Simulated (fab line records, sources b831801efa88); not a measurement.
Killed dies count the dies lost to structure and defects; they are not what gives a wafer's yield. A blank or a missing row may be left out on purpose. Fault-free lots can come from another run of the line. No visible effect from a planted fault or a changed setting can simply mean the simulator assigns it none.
Struck lot and sound lot, side by side / flow sfq_line / 19 out of 325 route steps
Sound: the wafers L222.1, L222.4, L222.5. Wafers struck: L217.2, L217.3, L217.4. The cause is named last.
Per side, at each step with rows, come the tool, then ch with its chambers, and then its first start. Under that, the readings that differ: sound wafers / struck wafers / difference of the means / sigmas: that difference in standard deviations of wafers without a fault.
alike: readings with means less than 2 such deviations apart, plus words and numbers identical on both sides. not compared: withheld readings, readings lacking a value on some wafer, bounds such as >300 that could conceal the same value, and numbers that have no deviation in the record and whose values overlap.
Wherever a step has rows on one side only, a row that says differs or no value, or a row with sigmas, the two part there. Non-overlapping numbers with no deviation appear without sigmas and do not part them. Lack of a reading on every wafer of one side parts them only where that side has two or more wafers.

SFQ_M1_OVL_MEAS_911:
  struck on overlay-02, day 19 01:48; sound on overlay-01, day 20 10:13
  alike: M1_OVL
SFQ_TRILAYER_M1_BARC_OPEN_METAL_ETCH_054: etches BARC in O2, target depth 125 nm, time 41.7 s.
  sound on rie_metal-02 ch 0,1, day 20 10:15; struck on rie_metal-01 ch 1, day 19 01:51
  alike: chamber_pressure_mTorr, drypump_motor_current_A, oes_product_au
  not compared: rf_hours_counter_h
then, 1 step without rows for these wafers: SFQ_TRILAYER_M1_ETCH_METAL_ETCH_042 (etches Nb in Cl2/Ar, stops on SiO2, target depth 240 nm, time 120 s).
SFQ_TRILAYER_M1_STRIP_STRIP_043: strips in O2.
  sound on rie_metal-02 ch 0,1, day 20 10:26; struck on rie_metal-01 ch 1, day 19 02:24
reading=oes_product_au (a.u.); sound=1.006 1.003 1.002; struck=0.985 0.984 0.980; difference=-0.021; sigmas=-2
  alike: chamber_pressure_mTorr, drypump_motor_current_A, platen_temp_c
  not compared: rf_hours_counter_h
then, 1 step without rows for these wafers: SFQ_TRILAYER_M1_STRIP_SOLV_CLEAN_044 (cleans in NMP, time 600 s).
SFQ_TRILAYER_I1_DEP_PECVD_045: deposits SiO2 from SiH4/N2O, time 111.11 s, target thk 500 nm.
  sound on pecvd-02 ch 0,1,2, day 20 11:13; struck on pecvd-03 ch 0,1, day 19 03:34
  alike: heater_power_outer_w, heater_power_w, throttle_valve_pct
SFQ_TRILAYER_I1_CMP_CMP_046: polishes SiO2.
  sound on cmp-02 ch 0,1,2, day 20 15:04; struck on cmp-02 ch 0,1,3, day 19 06:04
  alike: motor_current_A, time_to_endpoint_s
SFQ_I1_BOW_MEAS_912:
  struck on film_metro-03, day 19 09:05; sound on film_metro-03, day 20 18:04
  alike: I1_BOW
then, 4 steps without rows for these wafers: SFQ_TRILAYER_I1_METRO_MEASURE_047; SFQ_TRILAYER_I1_VIA_LITHO_COAT_054 (resist thk 62 nm); SFQ_TRILAYER_I1_VIA_LITHO_COAT_049 (resist thk 650 nm); SFQ_TRILAYER_I1_VIA_LITHO_SOFTBAKE_053.
-- the record jumps here: 5 days lie between the struck wafers' starts before and after --
SFQ_TRILAYER_I1_VIA_LITHO_EXPOSE_050: exposes mask I1, target cd 500 nm.
  sound on krf_scanner-01 ch 0, day 25 23:55; struck on krf_scanner-02 ch 0, day 24 07:47
reading=exposure_dose_mJ_cm2; sound=21.296 21.297 21.301; struck=22.452 22.488 22.472; difference=+1.173; sigmas=+69
  alike: mask
then, 2 steps without rows for these wafers: SFQ_TRILAYER_I1_VIA_LITHO_PEB_052 (peb time 60 s); SFQ_TRILAYER_I1_VIA_LITHO_DEVELOP_051 (time 60 s).
SFQ_I1_OVL_MEAS_913:
  struck on overlay-01, day 24 09:06; sound on overlay-01, day 26 01:25
  alike: I1_OVL
SFQ_TRILAYER_I1_VIA_BARC_OPEN_VIA_ETCH_071: etches BARC in O2, target depth 125 nm, time 41.7 s.
  sound on rie_diel-04 ch 1,2,3, day 26 01:27; struck on rie_diel-03 ch 0,2,3, day 24 09:08
reading=model.I1.cd_nm (nm); sound=499.4 500.2 500; struck=508 507.9 509.4; difference=+9; sigmas=
  alike: chamber_pressure_mTorr, drypump_motor_current_A, oes_product_au
  not compared: rf_hours_counter_h
SFQ_TRILAYER_I1_VIA_ETCH_VIA_ETCH_052: etches SiO2 in CHF3, stops on Nb, target depth 260 nm.
  sound on rie_diel-04 ch 1,2,3, day 26 01:29; struck on rie_diel-03 ch 0,2,3, day 24 09:10
reading=model.I1.cd_nm (nm); sound=499.4 498.8 500.4; struck=507.7 507.6 507.4; difference=+8.0; sigmas=
  alike: chamber_pressure_mTorr, drypump_motor_current_A, oes_product_au
SFQ_TRILAYER_I1_VIA_STRIP_STRIP_053: strips in O2.
  sound on rie_metal-01 ch 0,1, day 26 01:36; struck on rie_metal-04 ch 1, day 24 09:29
  alike: chamber_pressure_mTorr, drypump_motor_current_A, oes_product_au, platen_temp_c
  not compared: rf_hours_counter_h

## WHERE THEY PART
First at SFQ_TRILAYER_M1_STRIP_STRIP_043; last, within this record, at SFQ_TRILAYER_I1_VIA_LITHO_EXPOSE_050. Later steps at which nothing parts them and some readings are alike: SFQ_I1_OVL_MEAS_913, SFQ_TRILAYER_I1_VIA_BARC_OPEN_VIA_ETCH_071, SFQ_TRILAYER_I1_VIA_ETCH_VIA_ETCH_052, SFQ_TRILAYER_I1_VIA_STRIP_STRIP_053.

WHY: what the simulator had put in
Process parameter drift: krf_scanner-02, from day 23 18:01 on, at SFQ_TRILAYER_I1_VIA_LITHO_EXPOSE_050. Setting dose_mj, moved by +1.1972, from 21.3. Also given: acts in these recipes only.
